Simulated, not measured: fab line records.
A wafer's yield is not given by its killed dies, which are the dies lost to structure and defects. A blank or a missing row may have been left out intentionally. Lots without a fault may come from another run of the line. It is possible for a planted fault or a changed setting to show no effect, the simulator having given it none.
fab line records -- flow sky130
record: lots: 5, wafers: 15, last_day: 51
route steps=708 shown LOCAL_INTERCONNECT@396 CONTACT@406 PAD_OPEN@708
lots with no fault: from the same line, run without faults
start_h: hours from the record's opening day to when the first of the lot's shown wafers began -- wait_h: hours since the lot's step before -- " unchanged from the row above -- L1.1+2: a single row standing in for several wafers -- - no value, or no start was given -- * or withheld: withheld -- < > ~ a bound
route shown NAME@n: names a module that has steps shown in the file, with the first one's number in the route -- usual: mean and standard deviation over wafers with no fault -- same: alike in all rows -- chamber/n: place in a boat -- sites: the reading at each site -- _std_site: the values' standard deviation -- _edge_site: inner sites' mean taken away from outer sites' mean -- radius_mm: for every site, how far away it sits from the centre of the wafer -- mask NAME#n: copy n -- behind: the last tool/chamber to shape the wafer -- hold: why the lot went on hold/how many hours it stayed there/how the hold came to an end -- device: which transistor (n, p or np) failed to switch -- end of line: at the end of the route, the tests of the same wafers -- a step with no rows: only its recipe -- killed: dies lost to structure and defects at the first sort, not the wafer's yield -- map: the dies of a wafer, with x for killed, . for not killed, _ for no die there
set.NAME: the setting the step ran with; set.NAME@STEP: the setting that earlier step ran with -- model.NAME: the simulator's own value behind a step, which no gauge read
lots at some steps of the route; a table a step, a row a wafer
services: from which hour (start_h, from the record's first day; less than 0 if before it) a tool's chamber was out of use, for how many hours, and why
== steps ==
step: SKY_LOCAL_INTERCONNECT_PEB_09
recipe: peb_temp_c: withheld, peb_time_s: withheld, resist: KrF-thick
step: SKY_LOCAL_INTERCONNECT_DEVELOP_10
recipe: develop_time_s: 60, resist: KrF-thick, dev_temp_c: 21
step: SKY_LOCAL_INTERCONNECT_CD_MEAS_11
recipe: target_cd_nm: 170
usual: cd_nm: 170.5/1.4
lot.wafer,tool,chamber,start_h,wait_h,cd_nm
L707.2,cd_sem-02,-,766.00,-,167.8
L707.4,cd_sem-02,-,766.00,-,168.0
L707.5,cd_sem-02,-,766.00,-,167.7
L716.1,cd_sem-01,-,826.77,-,167.8
L716.2,cd_sem-01,-,826.77,-,168.4
L716.5,cd_sem-01,-,826.77,-,170.4
L719.1,cd_sem-01,-,848.48,-,170.7
L719.2,cd_sem-01,-,848.48,-,171.7
L719.6,cd_sem-01,-,848.48,-,170.3
L723.1,cd_sem-01,-,877.24,-,171.7
L723.5,cd_sem-01,-,877.24,-,171.6
L723.6,cd_sem-01,-,877.24,-,170.9
L726.2,cd_sem-02,-,900.39,-,169.9
L726.5,cd_sem-02,-,900.39,-,172.5
L726.6,cd_sem-02,-,900.39,-,169.9
step: SKY_LOCAL_INTERCONNECT_OVL_MEAS_12
usual: LOCAL_INTERCONNECT_OVL: 2/4.2
lot.wafer,tool,chamber,start_h,wait_h,LOCAL_INTERCONNECT_OVL[nm]
L707.2,overlay-02,-,766.11,0.1,-3
L707.4,overlay-02,-,766.11,0.1,-5
L707.5,overlay-02,-,766.11,0.1,-12
L716.1,overlay-02,-,826.89,0.1,0
L716.2,overlay-02,-,826.89,0.1,1
L716.5,overlay-02,-,826.89,0.1,2
L719.1,overlay-01,-,848.60,0.1,-4
L719.2,overlay-01,-,848.60,0.1,-1
L719.6,overlay-01,-,848.60,0.1,-4
L723.1,overlay-02,-,877.36,0.1,-1
L723.5,overlay-02,-,877.36,0.1,6
L723.6,overlay-02,-,877.36,0.1,10
L726.2,overlay-02,-,900.50,0.1,6
L726.5,overlay-02,-,900.50,0.1,3
L726.6,overlay-02,-,900.50,0.1,0
step: SKY_LOCAL_INTERCONNECT_ETCH_13
recipe: chemistry: N2/H2, target: BARC, ion_energy_ev: 200, bias_w: 100, pressure_mtorr: 30, n2_flow_sccm: 100, h2_flow_sccm: 200, icp_w: 500, stop_on: SiO2, time_s: 45.9, target_depth_a: 600
usual: drypump_motor_current_A: 5.43/0.28, oes_product_au: 0.855/0.0053, throttle_valve_pct: 13.224/0.0094
lot.wafer,tool,chamber,start_h,wait_h,drypump_motor_current_A,oes_product_au,rf_hours_counter_h,throttle_valve_pct
L707.2,rie_metal-03,0,766.14,0.0,5.07,0.857,2,13.225
L707.4,rie_metal-03,0,766.14,0.0,5.05,0.862,-,13.203
L707.5,rie_metal-03,0,766.14,0.0,5.06,0.855,-,13.223
L716.1,rie_metal-01,1,826.93,0.0,5.29,0.854,12,13.227
L716.2,rie_metal-01,0,826.93,0.0,5.71,0.853,5,13.245
L716.5,rie_metal-01,0,826.93,0.0,5.73,0.863,-,13.234
L719.1,rie_metal-03,0,848.64,0.0,4.99,0.849,5,13.234
L719.2,rie_metal-03,0,848.64,0.0,5.03,0.860,-,13.225
L719.6,rie_metal-03,0,848.64,0.0,5.00,0.852,-,13.206
L723.1,rie_metal-03,0,877.40,0.0,5.03,0.862,6,13.247
L723.5,rie_metal-03,1,877.40,0.0,5.64,0.847,-,13.233
L723.6,rie_metal-03,0,877.40,0.0,5.04,0.854,-,13.215
L726.2,rie_metal-03,0,900.53,0.0,5.07,0.859,7,13.226
L726.5,rie_metal-03,1,900.53,0.0,5.64,0.849,-,13.218
L726.6,rie_metal-03,0,900.53,0.0,5.04,0.855,-,13.222
step: SKY_LOCAL_INTERCONNECT_METAL_ETCH_14
recipe: target_depth_nm: 110, stop_on: PSG, chemistry: Cl2/BCl3, target: TiN, resist_sidewall_deg: 88, pressure_mtorr: 10, icp_w: 900, bias_w: 48.5, Cl2_flow_sccm: 60, bcl3_flow_sccm: 30, time_s: 31.4
usual: drypump_motor_current_A: 5.42/0.29, oes_product_au: 0.941/0.0096, throttle_valve_pct: 21.901/0.0087
lot.wafer,tool,chamber,start_h,wait_h,drypump_motor_current_A,oes_product_au,rf_hours_counter_h,throttle_valve_pct
L707.2,rie_metal-03,0,766.20,0.0,5.06,0.937,2,21.899
L707.4,rie_metal-03,0,766.20,0.0,5.06,0.942,-,21.901
L707.5,rie_metal-03,0,766.20,0.0,5.04,0.952,-,21.906
L716.1,rie_metal-01,1,827.01,0.1,5.26,0.943,12,21.888
L716.2,rie_metal-01,0,827.01,0.1,5.70,0.944,5,21.896
L716.5,rie_metal-01,0,827.01,0.1,5.73,0.936,-,21.910
L719.1,rie_metal-03,0,848.76,0.1,5.04,0.934,5,21.896
L719.2,rie_metal-03,0,848.76,0.1,5.03,0.943,-,21.913
L719.6,rie_metal-03,0,848.76,0.1,5.02,0.947,-,21.905
L723.1,rie_metal-03,0,877.46,0.0,5.03,0.929,6,21.909
L723.5,rie_metal-03,1,877.46,0.0,5.61,0.952,-,21.895
L723.6,rie_metal-03,0,877.46,0.0,5.02,0.925,-,21.891
L726.2,rie_metal-03,0,900.59,0.0,5.05,0.934,7,21.907
L726.5,rie_metal-03,1,900.59,0.0,5.63,0.950,-,21.897
L726.6,rie_metal-03,0,900.59,0.0,5.01,0.937,-,21.891
step: SKY_LOCAL_INTERCONNECT_STRIP_15
recipe: chemistry: O2/N2, power_w: 1400, pressure_mtorr: 1500, platen_temp_c: withheld, o2_flow_sccm: 3000, n2_flow_sccm: 300, overash_fraction: 0.5
usual: drypump_motor_current_A: 5.9/0.5, oes_product_au: 0.427/0.0053, strip_time_to_endpoint_s: 4.730/0.026
lot.wafer,tool,chamber,start_h,wait_h,drypump_motor_current_A,oes_product_au,rf_hours_counter_h,strip_time_to_endpoint_s
L707.2,plasma_asher-01,1,766.25,0.0,6.4,0.424,90,4.730
L707.4,plasma_asher-01,1,766.25,0.0,6.3,0.425,-,4.732
L707.5,plasma_asher-01,1,766.25,0.0,6.3,0.432,-,4.734
L716.1,plasma_asher-04,1,827.08,0.0,6.1,0.438,41,4.754
L716.2,plasma_asher-04,0,827.08,0.0,6.4,0.428,41,4.782
L716.5,plasma_asher-04,0,827.08,0.0,6.4,0.428,-,4.753
L719.1,plasma_asher-01,0,848.87,0.1,5.3,0.421,98,4.735
L719.2,plasma_asher-01,1,848.87,0.1,6.4,0.427,98,4.738
L719.6,plasma_asher-01,0,848.87,0.1,5.3,0.419,-,4.746
L723.1,plasma_asher-04,1,877.51,0.0,6.0,0.423,46,4.700
L723.5,plasma_asher-04,1,877.51,0.0,6.0,0.426,-,4.693
L723.6,plasma_asher-04,0,877.51,0.0,6.4,0.431,-,4.689
L726.2,plasma_asher-04,0,900.64,0.0,6.4,0.430,49,4.731
L726.5,plasma_asher-04,0,900.64,0.0,6.4,0.422,-,4.732
L726.6,plasma_asher-04,1,900.64,0.0,6.0,0.427,-,4.724
step: SKY_LOCAL_INTERCONNECT_STRIP_16
recipe: chemistry: post_etch_residue_remover, time_s: 1200, temp_c: 72.5
step: SKY_LOCAL_INTERCONNECT_CLEAN_17
recipe: chemistry: IPA, time_s: 180, temp_c: 25
step: SKY_LOCAL_INTERCONNECT_CLEAN_18
recipe: chemistry: O3/DIW, dry: n2_spin
step: SKY_CONTACT_CVD_00
recipe: material: Si3N4, target_thk_nm: 75, temp_c: 400, time_s: withheld, rf_w: 450
step: SKY_CONTACT_THK_MEAS_01
recipe: reads: Si3N4_of_CONTACT_CVD_00
usual: CONTACT_CVD_00_THK: 74.4/1
lot.wafer,tool,chamber,start_h,wait_h,CONTACT_CVD_00_THK[nm]
L707.2,film_metro-03,-,766.93,-,73.3
L707.4,film_metro-03,-,766.93,-,74.2
L707.5,film_metro-03,-,766.93,-,75.0
L716.1,film_metro-03,-,827.70,-,73.0
L716.2,film_metro-03,-,827.70,-,73.9
L716.5,film_metro-03,-,827.70,-,73.4
L719.1,film_metro-01,-,849.54,-,72.6
L719.2,film_metro-01,-,849.54,-,73.9
L719.6,film_metro-01,-,849.54,-,74.3
L723.1,film_metro-04,-,878.18,-,73.6
L723.5,film_metro-04,-,878.18,-,76.3
L723.6,film_metro-04,-,878.18,-,75.1
L726.2,film_metro-03,-,901.29,-,73.0
L726.5,film_metro-03,-,901.29,-,74.9
L726.6,film_metro-03,-,901.29,-,74.7
step: SKY_CONTACT_HDPCVD_02
recipe: material: SiO2, target_thk_nm: 565, sigma_open_frac: 0.3, time_s: 94.2, temp_c: 600, sih4_flow_sccm: 60, pressure_mtorr: 6
usual: pressure_mtorr: 6.000/0.012, run_length_s: 122.1/0.42, sih4_flow_sccm: 60.00/0.21
lot.wafer,tool,chamber,start_h,wait_h,pressure_mtorr,run_length_s,sih4_flow_sccm
L707.2,hdpcvd-01,0,766.98,0.0,5.993,121.6,60.01
L707.4,hdpcvd-01,2,766.98,0.0,6.004,122.0,60.02
L707.5,hdpcvd-01,0,766.98,0.0,5.983,122.2,59.67
L716.1,hdpcvd-02,2,827.76,0.1,-,-,-
L716.2,hdpcvd-02,1,827.76,0.1,-,-,-
L716.5,hdpcvd-02,0,827.76,0.1,-,-,-
L719.1,hdpcvd-02,0,849.60,0.1,6.006,123.1,60.18
L719.2,hdpcvd-02,1,849.60,0.1,5.988,122.5,60.01
L719.6,hdpcvd-02,1,849.60,0.1,5.995,122.3,59.76
L723.1,hdpcvd-01,2,878.24,0.1,5.994,121.9,60.14
L723.5,hdpcvd-01,2,878.24,0.1,5.989,122.2,59.88
L723.6,hdpcvd-01,0,878.24,0.1,5.990,121.9,59.86
L726.2,hdpcvd-01,1,901.34,0.0,5.998,122.5,60.38
L726.5,hdpcvd-01,0,901.34,0.0,6.009,121.6,59.83
L726.6,hdpcvd-01,2,901.34,0.0,5.995,121.7,59.82
step: SKY_CONTACT_CMP_04
recipe: material: SiO2, down_force_psi: 4, platen_rpm: 60, pad_velocity_m_s: 0.94248
usual: motor_current_A: 11.8/1.3, slurry_filter_dp_kPa: 13.51/0.12, slurry_flow_ml_min: 150.1/0.45, time_to_endpoint_s: 84/5.1
lot.wafer,tool,chamber,start_h,wait_h,motor_current_A,slurry_filter_dp_kPa,slurry_flow_ml_min,time_to_endpoint_s
L707.4,cmp-02,0,767.11,0.0,9.9,13.56,149.9,80
L707.2,cmp-02,2,767.11,0.0,12.8,13.66,150.1,87
L707.5,cmp-02,0,767.11,0.0,9.6,13.49,149.8,76
L716.1,cmp-02,2,827.94,0.1,12.6,13.50,148.9,-
L716.2,cmp-02,0,827.94,0.1,10.1,13.43,150.3,-
L716.5,cmp-02,2,827.94,0.1,12.3,13.54,149.7,-
L719.2,cmp-02,1,849.75,0.1,12.0,13.54,150.2,80
L719.1,cmp-02,3,849.75,0.1,12.0,13.58,149.6,89
L719.6,cmp-02,1,849.75,0.1,11.6,13.57,149.5,76
L723.1,cmp-01,2,878.47,0.1,11.5,13.34,150.1,86
L723.5,cmp-01,0,878.47,0.1,14.7,13.45,150.7,89
L723.6,cmp-01,1,878.47,0.1,12.1,13.47,150.3,85
L726.2,cmp-01,3,901.62,0.2,11.6,13.41,149.8,86
L726.6,cmp-01,0,901.62,0.2,14.9,13.54,150.4,86
L726.5,cmp-01,1,901.62,0.2,12.0,13.52,149.2,85
step: SKY_CONTACT_BOW_MEAS_05
recipe: mode: bow
usual: CONTACT_BOW: 82/6.7
lot.wafer,tool,chamber,start_h,wait_h,CONTACT_BOW[um]
L707.2,film_metro-03,-,767.43,0.2,83
L707.4,film_metro-03,-,767.43,0.2,83
L707.5,film_metro-03,-,767.43,0.2,72
L716.1,film_metro-04,-,828.19,0.2,63
L716.2,film_metro-04,-,828.19,0.2,70
L716.5,film_metro-04,-,828.19,0.2,61
L719.1,film_metro-01,-,850.05,0.1,87
L719.2,film_metro-01,-,850.05,0.1,80
L719.6,film_metro-01,-,850.05,0.1,82
L723.1,film_metro-03,-,878.67,0.1,83
L723.5,film_metro-03,-,878.67,0.1,85
L723.6,film_metro-03,-,878.67,0.1,71
L726.2,film_metro-04,-,901.79,0.1,70
L726.5,film_metro-04,-,901.79,0.1,77
L726.6,film_metro-04,-,901.79,0.1,82
step: SKY_CONTACT_DEHYDRATE_06
recipe: temp_c: 200, time_s: 60
step: SKY_CONTACT_HMDS_07
recipe: prime_time_s: 60, prime_temp_c: 120
step: SKY_CONTACT_COAT_08
recipe: resist: BARC, temp_c: withheld, time_s: withheld, spin_rpm: 3000, resist_thk_nm: 60
step: SKY_CONTACT_COAT_09
recipe: resist: KrF-thick, spin_rpm: 3000, resist_thk_nm: 450
step: SKY_CONTACT_SOFTBAKE_10
recipe: temp_c: 100, time_s: 90, resist: KrF-thick
step: SKY_CONTACT_EXPOSE_11
recipe: mask_id: CTM1, na: 0.8, source_shape: annular, sigma_inner: 0.55, sigma_outer: 0.85, target_cd_nm: 170, dose_mj: 38
step: SKY_CONTACT_PEB_12
recipe: peb_temp_c: withheld, peb_time_s: withheld, resist: KrF-thick
step: SKY_CONTACT_DEVELOP_13
recipe: develop_time_s: 60, resist: KrF-thick, dev_temp_c: 21
step: SKY_CONTACT_CD_MEAS_14
recipe: target_cd_nm: 170
usual: cd_nm: 169.4/1.4
lot.wafer,tool,chamber,start_h,wait_h,cd_nm
L707.2,cd_sem-02,-,795.58,-,169.7
L707.4,cd_sem-02,-,795.58,-,168.4
L707.5,cd_sem-02,-,795.58,-,169.3
L716.1,cd_sem-02,-,855.41,-,166.2
L716.2,cd_sem-02,-,855.41,-,167.9
L716.5,cd_sem-02,-,855.41,-,167.2
L719.1,cd_sem-02,-,876.83,-,170.1
L719.2,cd_sem-02,-,876.83,-,169.2
L719.6,cd_sem-02,-,876.83,-,169.0
L723.1,cd_sem-01,-,905.03,-,170.4
L723.5,cd_sem-01,-,905.03,-,169.3
L723.6,cd_sem-01,-,905.03,-,170.1
L726.2,cd_sem-01,-,926.94,-,169.7
L726.5,cd_sem-01,-,926.94,-,170.3
L726.6,cd_sem-01,-,926.94,-,168.3
step: SKY_CONTACT_OVL_MEAS_15
usual: CONTACT_OVL: 1/5.2
lot.wafer,tool,chamber,start_h,wait_h,CONTACT_OVL[nm]
L707.2,overlay-02,-,795.68,0.1,5
L707.4,overlay-02,-,795.68,0.1,5
L707.5,overlay-02,-,795.68,0.1,-3
L716.1,overlay-01,-,855.53,0.1,9
L716.2,overlay-01,-,855.53,0.1,-6
L716.5,overlay-01,-,855.53,0.1,8
L719.1,overlay-02,-,876.95,0.1,1
L719.2,overlay-02,-,876.95,0.1,1
L719.6,overlay-02,-,876.95,0.1,-2
L723.1,overlay-02,-,905.15,0.1,4
L723.5,overlay-02,-,905.15,0.1,2
L723.6,overlay-02,-,905.15,0.1,0
L726.2,overlay-01,-,927.05,0.1,5
L726.5,overlay-01,-,927.05,0.1,-3
L726.6,overlay-01,-,927.05,0.1,3
step: SKY_CONTACT_ETCH_16
recipe: chemistry: N2/H2, target: BARC, ion_energy_ev: 200, source_w: 500, bias_w: 100, pressure_mtorr: 30, n2_flow_sccm: 100, h2_flow_sccm: 200, stop_on: SiO2, time_s: 45.9, target_depth_a: 600
step: SKY_CONTACT_ETCH_17
recipe: target: SiO2, chemistry: C4F8/O2/Ar, stop_on: Si3N4, mask_material: KrF-thick, source_w: 1500, bias_w: 1200, pressure_mtorr: 40, c4f8_flow_sccm: withheld, O2_flow_sccm: 6, Ar_flow_sccm: 300, time_s: withheld, target_depth_a: 3400
usual: oes_product_au: 0.892/0.0048
lot.wafer,tool,chamber,start_h,wait_h,oes_product_au,model.etch.depth_nm
L707.2,rie_diel-03,2,795.76,0.0,0.887,340.7
L707.4,rie_diel-03,3,795.76,0.0,0.893,338.1
L707.5,rie_diel-03,2,795.76,0.0,0.889,338.7
L716.1,rie_diel-03,1,855.61,0.0,0.374,0
L716.2,rie_diel-03,0,855.61,0.0,0.370,0
L716.5,rie_diel-03,2,855.61,0.0,0.385,0
L719.1,rie_diel-03,1,877.03,0.0,0.887,340.1
L719.2,rie_diel-03,0,877.03,0.0,0.886,338.9
L719.6,rie_diel-03,2,877.03,0.0,0.892,336.9
L723.1,rie_diel-03,2,905.23,0.0,0.878,339.2
L723.5,rie_diel-03,3,905.23,0.0,0.893,340.6
L723.6,rie_diel-03,2,905.23,0.0,0.890,340.1
L726.2,rie_diel-03,2,927.12,0.0,0.889,341.5
L726.5,rie_diel-03,0,927.12,0.0,0.887,338.9
L726.6,rie_diel-03,3,927.12,0.0,0.900,339.4
step: SKY_CONTACT_ETCH_18
recipe: target: Si3N4, chemistry: CHF3/O2, stop_on: TiN, source_w: 600, bias_w: 200, pressure_mtorr: 40, chf3_flow_sccm: 50, O2_flow_sccm: 5, time_s: 39, target_depth_a: 750
usual: drypump_motor_current_A: 5.9/0.38, oes_product_au: 0.851/0.0076, throttle_valve_pct: 8.793/0.0082
lot.wafer,tool,chamber,start_h,wait_h,drypump_motor_current_A,oes_product_au,rf_hours_counter_h,throttle_valve_pct
L707.2,rie_diel-03,2,-,-,5.6,0.847,0,8.806
L707.4,rie_diel-03,3,-,-,6.3,0.851,5,8.800
L707.5,rie_diel-03,2,-,-,5.6,0.853,-,8.798
L716.1,rie_diel-03,1,-,-,5.3,0.847,22,8.794
L716.2,rie_diel-03,0,-,-,5.8,0.851,3,8.792
L716.5,rie_diel-03,2,-,-,5.6,0.843,-,8.792
L719.1,rie_diel-03,1,-,-,5.3,0.839,23,8.791
L719.2,rie_diel-03,0,-,-,5.8,0.852,4,8.803
L719.6,rie_diel-03,2,-,-,5.6,0.848,-,8.785
L723.1,rie_diel-03,2,-,-,5.6,0.849,4,8.774
L723.5,rie_diel-03,3,-,-,6.3,0.868,-,8.799
L723.6,rie_diel-03,2,-,-,5.7,0.855,-,8.795
L726.2,rie_diel-03,2,-,-,5.6,0.841,5,8.806
L726.5,rie_diel-03,0,-,-,5.9,0.850,-,8.789
L726.6,rie_diel-03,3,-,-,6.3,0.844,-,8.784
step: SKY_PAD_OPEN_PROBE_99
usual: killed_at_M0_to_M3: 43/6.8, killed_at_M4_up: 3.2/2, killed_at_contacts: 24/5.3, killed_at_front_end: 16/4.4, killed_at_other: 0.3/0.54, killed_dies: 86/9.4, killed_on_rim: 16/3.8, killed_open: 48/6.6, killed_short: 38/6.5
same: gross_dies: 492, killed_at_back_side: 0
lot.wafer,tool,chamber,start_h,wait_h,killed_at_M0_to_M3,killed_at_M4_up,killed_at_contacts,killed_at_front_end,killed_at_other,killed_dies,killed_on_rim,killed_open,killed_short
L707.2,prober-01,-,1131.64,0.1,49,3,33,12,2,99,21,57,39
L707.4,prober-01,-,1131.74,0.2,54,0,24,24,0,102,15,53,49
L707.5,prober-01,-,1131.79,0.2,35,1,30,32,0,98,16,52,44
L716.1,prober-01,-,1173.38,0.1,7,0,481,4,0,492,96,7,9
L716.2,prober-01,-,1173.43,0.1,18,1,468,5,0,492,96,10,16
L716.5,prober-01,-,1173.58,0.2,14,1,472,4,1,492,96,16,6
L719.1,prober-01,-,1188.45,0.1,39,3,32,15,1,90,20,47,43
L719.2,prober-01,-,1188.50,0.1,46,7,17,16,1,87,16,55,32
L719.6,prober-01,-,1188.70,0.2,32,7,21,13,0,73,13,42,31
L723.1,prober-02,-,1206.53,0.1,43,0,17,13,0,73,13,42,31
L723.5,prober-02,-,1206.73,0.2,45,3,16,13,0,77,18,49,28
L723.6,prober-02,-,1206.78,0.2,46,5,23,11,0,85,14,50,34
L726.2,prober-01,-,1218.90,0.1,60,5,17,19,0,101,20,43,58
L726.5,prober-01,-,1219.05,0.2,43,7,14,18,0,82,15,46,36
L726.6,prober-01,-,1219.10,0.2,47,7,34,20,0,108,20,52,56
killed by level:class
L707.2 VIA1:geometric_particle:open=15 LI_CONTACT:geometric_particle:open=13 CONTACT:geometric_particle:open=11 VIA1:geometric_particle:short=10 METAL1:geometric_particle:short=6 VIA2:geometric_particle:open=6 POLY_GATE:geometric_particle:short=5 CONTACT:geometric_particle:short=4
L707.4 VIA1:geometric_particle:open=16 CONTACT:geometric_particle:open=10 POLY_GATE:geometric_particle:short=6 VIA1:geometric_particle:short=6 VIA3:geometric_particle:short=6 FIELD_ISO:geometric_particle:short=5 POLY_GATE:geometric_particle:open=5 CONTACT:geometric_particle:short=5
L707.5 LI_CONTACT:geometric_particle:open=9 VIA1:geometric_particle:open=8 CONTACT:geometric_particle:open=8 METAL2:geometric_particle:short=7 FIELD_ISO:geometric_particle:short=6 VIA2:geometric_particle:open=6 POLY_GATE:geometric_particle:short=6 FIELD_ISO:geometric_particle:open=5
L716.1 CONTACT:lost_pattern=475 FIELD_ISO:geometric_particle:short=2 CONTACT:geometric_particle:open=2 LOCAL_INTERCONNECT:geometric_particle:short=2 VIA1:geometric_particle:open=2 METAL2:geometric_particle:short=2 POLY_GATE:geometric_particle:short=1 POLY_GATE:geometric_particle:open=1
L716.2 CONTACT:lost_pattern=464 VIA1:geometric_particle:open=4 LOCAL_INTERCONNECT:geometric_particle:short=3 METAL2:geometric_particle:short=3 VIA1:geometric_particle:short=2 METAL3:geometric_particle:short=2 VIA3:geometric_particle:open=2 FIELD_ISO:geometric_particle:short=1
L716.5 CONTACT:lost_pattern=466 LI_CONTACT:geometric_particle:open=3 VIA3:geometric_particle:open=3 VIA2:geometric_particle:open=3 POLY_GATE:geometric_particle:open=2 CONTACT:geometric_particle:open=2 FIELD_ISO:geometric_particle:open=1 SPACER:geometric_particle:short=1
L719.1 LOCAL_INTERCONNECT:geometric_particle:short=10 CONTACT:geometric_particle:open=9 VIA1:geometric_particle:open=8 LI_CONTACT:geometric_particle:open=7 VIA2:geometric_particle:open=7 FIELD_ISO:geometric_particle:short=5 METAL2:geometric_particle:short=5 VIA3:geometric_particle:open=5
L719.2 VIA3:geometric_particle:open=11 VIA1:geometric_particle:open=8 LI_CONTACT:geometric_particle:open=7 VIA2:geometric_particle:open=7 FIELD_ISO:geometric_particle:open=6 VIA1:geometric_particle:short=5 CONTACT:geometric_particle:open=4 METAL1:geometric_particle:short=4
L719.6 VIA1:geometric_particle:open=9 CONTACT:geometric_particle:open=8 CONTACT:geometric_particle:short=7 METAL2:geometric_particle:short=6 FIELD_ISO:geometric_particle:open=5 VIA2:geometric_particle:open=5 METAL4:geometric_particle:short=5 VIA3:geometric_particle:open=4
L723.1 VIA2:geometric_particle:open=10 CONTACT:geometric_particle:open=9 VIA1:geometric_particle:open=9 METAL2:geometric_particle:short=7 POLY_GATE:geometric_particle:short=5 VIA1:geometric_particle:short=5 VIA3:geometric_particle:open=4 VIA3:geometric_particle:short=4
L723.5 VIA1:geometric_particle:open=11 VIA2:geometric_particle:open=7 VIA3:geometric_particle:short=6 FIELD_ISO:geometric_particle:open=5 LI_CONTACT:geometric_particle:open=5 VIA1:geometric_particle:short=5 VIA3:geometric_particle:open=5 CONTACT:geometric_particle:short=4
L723.6 CONTACT:geometric_particle:open=12 VIA1:geometric_particle:open=9 VIA1:geometric_particle:short=7 VIA2:geometric_particle:open=7 METAL2:geometric_particle:short=5 LI_CONTACT:geometric_particle:open=4 VIA2:geometric_particle:short=4 VIA3:geometric_particle:open=4
L726.2 METAL2:geometric_particle:short=17 VIA1:geometric_particle:open=13 VIA1:geometric_particle:short=8 FIELD_ISO:geometric_particle:short=7 VIA3:geometric_particle:open=6 FIELD_ISO:geometric_particle:open=5 LI_CONTACT:geometric_particle:open=5 CONTACT:geometric_particle:open=5
L726.5 VIA3:geometric_particle:open=11 FIELD_ISO:geometric_particle:short=7 VIA1:geometric_particle:open=7 VIA2:geometric_particle:open=7 CONTACT:geometric_particle:open=6 METAL4:geometric_particle:short=6 METAL3:geometric_particle:short=5 FIELD_ISO:geometric_particle:open=4
L726.6 CONTACT:geometric_particle:open=13 VIA1:geometric_particle:open=12 VIA1:geometric_particle:short=9 METAL2:geometric_particle:short=8 FIELD_ISO:geometric_particle:open=7 CONTACT:geometric_particle:short=7 METAL4:geometric_particle:short=6 FIELD_ISO:geometric_particle:short=5
map L716.1 (x killed, . not)
__________xxxxxxxxxx_________
________xxxxxxxxxxxxxx_______
______xxxxxxxxxxxxxxxxxx_____
_____xxxxxxxxxxxxxxxxxxxx____
____xxxxxxxxxxxxxxxxxxxxxx___
___xxxxxxxxxxxxxxxxxxxxxxxx__
__xxxxxxxxxxxxxxxxxxxxxxxxxx_
_xxxxxxxxxxxxxxxxxxxxxxxxxxxx
_xxxxxxxxxxxxxxxxxxxxxxxxxxxx
_xxxxxxxxxxxxxxxxxxxxxxxxxxxx
_xxxxxxxxxxxxxxxxxxxxxxxxxxxx
_xxxxxxxxxxxxxxxxxxxxxxxxxxxx
_xxxxxxxxxxxxxxxxxxxxxxxxxxxx
_xxxxxxxxxxxxxxxxxxxxxxxxxxxx
_xxxxxxxxxxxxxxxxxxxxxxxxxxxx
__xxxxxxxxxxxxxxxxxxxxxxxxxx_
___xxxxxxxxxxxxxxxxxxxxxxxx__
____xxxxxxxxxxxxxxxxxxxxxx___
_____xxxxxxxxxxxxxxxxxxxx____
______xxxxxxxxxxxxxxxxxx_____
________xxxxxxxxxxxxxx_______
__________xxxxxxxxxx_________
map L719.1 (x killed, . not)
__________..x....xx._________
________......x.xxx..._______
______...xx...x........._____
_____.....x..x......x....____
____.xx..x..x............x___
___....x...x...............__
__..........x......xx......._
_.............xx.xx..........
_x................xx...x.....
_..................x....x....
_.....x..x...x............x..
_x.......x.................x.
_x.........x.x.x.............
_x.........xxx...xx........x.
_xx.x..x...........x..xxx....
__....xx.x...x.xx...x....x.._
___.x...xx..x.x.x....x.....__
____x.........x...x.....x.___
_____..........x.x......x____
______..........x.xx.x.._____
________.........x..xx_______
__________...x...x.._________
== services ==
tool,chamber,start_h,hours,kind
cmp-01,-,747.61,25.7,repair
cmp-02,-,751.87,4.0,pm
rie_diel-03,2,760.36,4.0,repair
cmp-02,-,762.64,0.6,repair
plasma_asher-04,-,763.39,1.6,repair
rie_diel-03,2,764.33,-,clean
rie_diel-03,2,764.33,12.8,scheduled_down
rie_diel-03,2,764.33,12.8,vent_cycle
cmp-02,-,768.50,2.5,repair
plasma_asher-01,-,774.00,2.9,repair
cmp-02,-,798.65,2.1,repair
hdpcvd-01,-,804.27,0.9,repair
cmp-01,-,809.50,5.1,pm
hdpcvd-01,-,819.33,3.0,repair
rie_metal-01,-,832.78,0.2,repair
cmp-02,-,838.63,3.8,pm
cmp-01,-,847.83,5.3,repair
rie_diel-03,0,896.43,10.0,repair
rie_metal-01,-,896.53,1.4,pm
cmp-01,-,912.00,4.0,pm
rie_diel-03,1,912.49,-,clean
rie_diel-03,1,912.49,29.7,scheduled_down
rie_diel-03,1,912.49,29.7,vent_cycle
cmp-01,-,919.43,2.0,repair
== key ==
first_sign: step: SKY_CONTACT_HDPCVD_02, reading: tool_record, direction: missing
effect: step: SKY_CONTACT_BOW_MEAS_05, reading: CONTACT_BOW, direction: down, sigmas: 2.6, usual: 82, struck: 65
effect: step: SKY_CONTACT_ETCH_17, reading: oes_product_au, direction: down, sigmas: 99+, usual: 0.892, struck: 0.376
effect: step: SKY_PAD_OPEN_PROBE_99, reading: killed_at_contacts, direction: up, sigmas: 86, usual: 24, struck: 474
model_effect: step: SKY_CONTACT_ETCH_17, value: etch.depth_nm, without: 339.1, struck: 0
met_at SKY_CONTACT_HDPCVD_02
struck_wafers L716.1,L716.2,L716.5
later_rows_left_out L716.1,L716.2,L716.5
tester_left_out L716
fault: kind: skipped_step_whole, tool: hdpcvd-02, chamber: -, onset_h: 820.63, steps: SKY_CONTACT_HDPCVD_02, scope: struck_lots_only
tester_left_out: of these lots the tester's yield and bins aren't shown, on N5 and GAA mostly nor the transistor test; their killed dies are dies lost to structure and defects alone, not to doping, threshold or leakage, so they don't give the yield
later_rows_left_out: the simulator's readings of these wafers behind a module that went badly wrong aren't trusted and aren't shown, but for the sort
